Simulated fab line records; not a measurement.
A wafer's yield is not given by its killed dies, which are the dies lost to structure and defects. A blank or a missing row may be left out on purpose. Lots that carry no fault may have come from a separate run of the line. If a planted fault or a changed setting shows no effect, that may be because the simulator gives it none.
Which of the tools did it? + flow gf180mcu + 13 lots with 39 wafers sampled at 2 steps, on a route of 602 steps

== WHAT THE GAUGES SHOWED, per wafer ==
GF_V5_CD_MEAS_14: target cd 260 nm.
| lot  | measured     | on       | cdNm (nm)         |
|------|--------------|----------|-------------------|
| L621 | day 27 07:40 | cdSem-01 | 261.2 259.8 260.4 |
| L622 | day 27 18:53 | cdSem-01 | 258.7 257.7 259.5 |
| L625 | day 28 22:43 | cdSem-01 | 261.2 261.4 261.5 |
| L626 | day 29 04:19 | cdSem-01 | 261.0 259.7 260.2 |
| L627 | day 29 13:08 | cdSem-02 | 259.8 259.9 260.4 |
| L628 | day 29 17:00 | cdSem-02 | 261.9 261.3 261.5 |
| L629 | day 29 20:27 | cdSem-02 | 261.2 259.8 262.5 |
| L631 | day 30 19:10 | cdSem-01 | 259.0 260.0 259.1 |
| L636 | day 31 20:10 | cdSem-02 | 274.5 274.0 273.9 |
| L638 | day 32 11:07 | cdSem-02 | 271.9 272.0 271.2 |
| L639 | day 32 12:03 | cdSem-02 | 261.9 261.7 260.2 |
| L640 | day 32 18:33 | cdSem-01 | 259.5 260.2 260.4 |
| L643 | day 33 12:16 | cdSem-01 | 259.4 258.1 258.9 |

== EACH LOT AND THE TOOL THAT RAN IT (in order: tool; ch and the chambers of the sampled wafers; start) ==
| lot  | GF_V5_EXPOSE_11                  |
|------|----------------------------------|
| L621 | krfScanner-01 ch 0, day 26 21:49 |
| L622 | krfScanner-01 ch 0, day 27 09:02 |
| L625 | krfScanner-02 ch 0, day 28 13:26 |
| L626 | krfScanner-01 ch 0, day 28 19:08 |
| L627 | krfScanner-01 ch 0, day 29 03:12 |
| L628 | krfScanner-01 ch 0, day 29 08:30 |
| L629 | krfScanner-01 ch 0, day 29 11:21 |
| L631 | krfScanner-02 ch 0, day 30 10:19 |
| L636 | krfScanner-02 ch 0, day 31 11:35 |
| L638 | krfScanner-02 ch 0, day 32 03:26 |
| L639 | krfScanner-01 ch 0, day 32 04:22 |
| L640 | krfScanner-01 ch 0, day 32 10:12 |
| L643 | krfScanner-01 ch 0, day 33 04:19 |
- GF_V5_EXPOSE_11: exposes mask Via5, target cd 260 nm.

== AS READ BY THE TOOLS THEMSELVES (means over the sampled wafers that have a number; for cases with no such wafer, the mark the record gives instead) ==
GF_V5_EXPOSE_11.
| lot  | tool          | exposureDoseMJCm2 |
|------|---------------|-------------------|
| L621 | krfScanner-01 | 37.88             |
| L622 | krfScanner-01 | 37.90             |
| L625 | krfScanner-02 | 38.01             |
| L626 | krfScanner-01 | 37.89             |
| L627 | krfScanner-01 | 37.94             |
| L628 | krfScanner-01 | 37.90             |
| L629 | krfScanner-01 | 37.96             |
| L631 | krfScanner-02 | 37.94             |
| L636 | krfScanner-02 | 41.69             |
| L638 | krfScanner-02 | 40.98             |
| L639 | krfScanner-01 | 37.91             |
| L640 | krfScanner-01 | 37.90             |
| L643 | krfScanner-01 | 37.96             |

== THE ANSWER, worked out from the rows above alone ==
Rule: the lots themselves supply what counts as usual. Put in order of their means at a reading, lots are off if they are a third of the lots or fewer, leave a main group of 4 or more, and stand apart from it by a gap of 3 or more times the standard deviation of the main group's means; of several such gaps the widest counts. A main group whose means are all the same, to the digits that the tables above print for the reading, isn't used. A lot without any number at a reading at which 4 lots or more have one is off too. Any other lot the step has rows for is counted as sound. Order of review: gauges by route order, followed by the tools' own readings, for which a lot's mean as printed above is used. At the first step where some lot is off, the reading lying furthest off is the one used; lots without a number count as furthest.
Off: L636, L638, at GF_V5_CD_MEAS_14 (cdNm). The main group: mean 260.3 nm, standard deviation 0.98.
A tool fits if, at a process step before that reading, it ran every lot that is off, and no sound lot after the first of them. Not tried: the gauges at GF_V5_CD_MEAS_14; whatever is off there is also off at GF_V5_EXPOSE_11, on other tools, and gauge error can't account for it. One fits: GF_V5_EXPOSE_11 on krfScanner-02. Its last sound lot is L631 (day 30 10:19), its first lot that is off L636 (day 31 11:35): a fault that began between those two fits.
The tool's own readings at GF_V5_EXPOSE_11 bear it out: on the lots that are off they differ by more than 5 times the standard deviation of the sound lots' means. exposureDoseMJCm2 reads 41.33 there against 37.93 on the sound lots.

== WHAT HAD BEEN PUT IN BY THE SIMULATOR ==
Drift in process parameters on krfScanner-02 at GF_V5_EXPOSE_11, starting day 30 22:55. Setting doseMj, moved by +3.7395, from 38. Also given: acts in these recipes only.
Shown lots that were struck: L636, L638. This agrees with what the rule above found.
